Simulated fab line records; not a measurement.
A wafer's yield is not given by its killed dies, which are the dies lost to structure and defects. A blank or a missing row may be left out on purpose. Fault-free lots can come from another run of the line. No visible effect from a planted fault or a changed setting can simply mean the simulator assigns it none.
Which of the tools did it?    flow gf180mcu    14 lots with 42 wafers sampled at 3 steps, on a route of 602 steps

## WHAT THE GAUGES READ, wafer by wafer
GF_V5_RS_MEAS_24: the measuring method here is four-point-probe.
lot   measured      on             V5_W_RS (ohm/sq)
L669  day 27 11:28  film metro-03  0.330 0.326 0.327
L670  day 27 12:25  film metro-03  0.331 0.332 0.324
L671  day 27 20:53  film metro-02  0.326 0.330 0.327
L672  day 28 13:19  film metro-04  0.331 0.328 0.335
L673  day 28 15:53  film metro-03  0.328 0.330 0.332
L676  day 29 09:09  film metro-03  0.333 0.329 0.333
L677  day 29 14:25  film metro-04  0.328 0.331 0.339
L678  day 30 03:02  film metro-02  0.330 0.331 0.328
L679  day 30 12:23  film metro-03  0.327 0.325 0.324
L680  day 30 20:17  film metro-04  0.333 0.335 0.330
L681  day 30 20:38  film metro-03  0.328 0.330 0.333
L685  day 31 22:11  film metro-02  0.334 0.337 0.332
L686  day 31 23:23  film metro-02  0.328 0.330 0.330
L690  day 33 06:53  film metro-03  0.330 0.333 0.329

GF_TOP_METAL_OVL_MEAS_15.
lot   measured      on          TOP_METAL_OVL (nm)
L669  day 28 07:49  overlay-02  -0.3 -0.5 -0.6
L670  day 28 08:46  overlay-02  -0.4 1.2 -1.2
L671  day 28 17:27  overlay-01  0.0 0.0 0.7
L672  day 29 09:16  overlay-02  -0.4 -1.7 -3.0
L673  day 29 11:43  overlay-02  2.9 -0.3 1.4
L676  day 30 04:09  overlay-01  -0.6 0.6 0.1
L677  day 30 10:00  overlay-02  -1.9 -0.4 -1.6
L678  day 30 21:24  overlay-01  -0.7 0.8 -1.0
L679  day 31 06:39  overlay-02  -0.3 2.3 0.1
L680  day 31 14:31  overlay-02  -1.1 -1.6 -0.9
L681  day 31 15:06  overlay-01  -0.7 -2.5 -0.3
L685  day 32 15:04  overlay-02  -2.3 1.1 0.1
L686  day 32 16:25  overlay-02  0.7 -1.4 0.4
L690  day 33 22:55  overlay-01  -0.5 0.3 -1.0

## EACH LOT AND THE TOOL THAT RAN IT (in order: tool; ch and the chambers of the sampled wafers; start)
lot   GF_DUAL_GATE_CLEAN_01
L669  wet bench-02 ch 1, day 7 15:06
L670  wet bench-04 ch 1, day 7 20:52
L671  wet bench-01 ch 0, day 8 03:59
L672  wet bench-02 ch 0, day 8 11:06
L673  wet bench-02 ch 2, day 8 15:23
L676  wet bench-04 ch 1, day 9 11:34
L677  wet bench-02 ch 1, day 9 17:11
L678  wet bench-04 ch 3, day 10 00:55
L679  wet bench-02 ch 2, day 10 09:56
L680  wet bench-04 ch 3, day 10 15:24
L681  wet bench-02 ch 1, day 10 21:31
L685  wet bench-02 ch 1, day 12 00:26
L686  wet bench-02 ch 1, day 12 06:04
L690  wet bench-04 ch 1, day 13 13:10
- GF_DUAL_GATE_CLEAN_01: cleans in dHF, time 20 s.

## WHAT THE TOOLS THEMSELVES READ (means of the sampled wafers that have a number; where no wafer has one, the mark that the record gives instead)
The record holds no such reading with a usual standard deviation.

## THE ANSWER, worked out from the rows above alone
Rule: the lots themselves supply what counts as usual. The widest of any qualifying gaps counts: lots, ordered by their means at a reading, are off when they make up no more than a third of the lots, leave a main group of 4 or more, and stand apart from it by 3 or more times the standard deviation of that group's means. The tables above print the reading to a certain number of digits; a main group whose means all agree to those digits is not used. A lot without any number at a reading at which 4 lots or more have one is off too. The other lots that the step has rows for count as sound. The gauges are gone through in route order, then the tools' own readings, and for those a lot's mean is taken as printed above. At the first step where some lot is off, the reading lying furthest off is the one used; lots without a number count as furthest.
None of the lots is off at any reading shown; this tells nothing.

## WHAT HAD BEEN PUT IN BY THE SIMULATOR
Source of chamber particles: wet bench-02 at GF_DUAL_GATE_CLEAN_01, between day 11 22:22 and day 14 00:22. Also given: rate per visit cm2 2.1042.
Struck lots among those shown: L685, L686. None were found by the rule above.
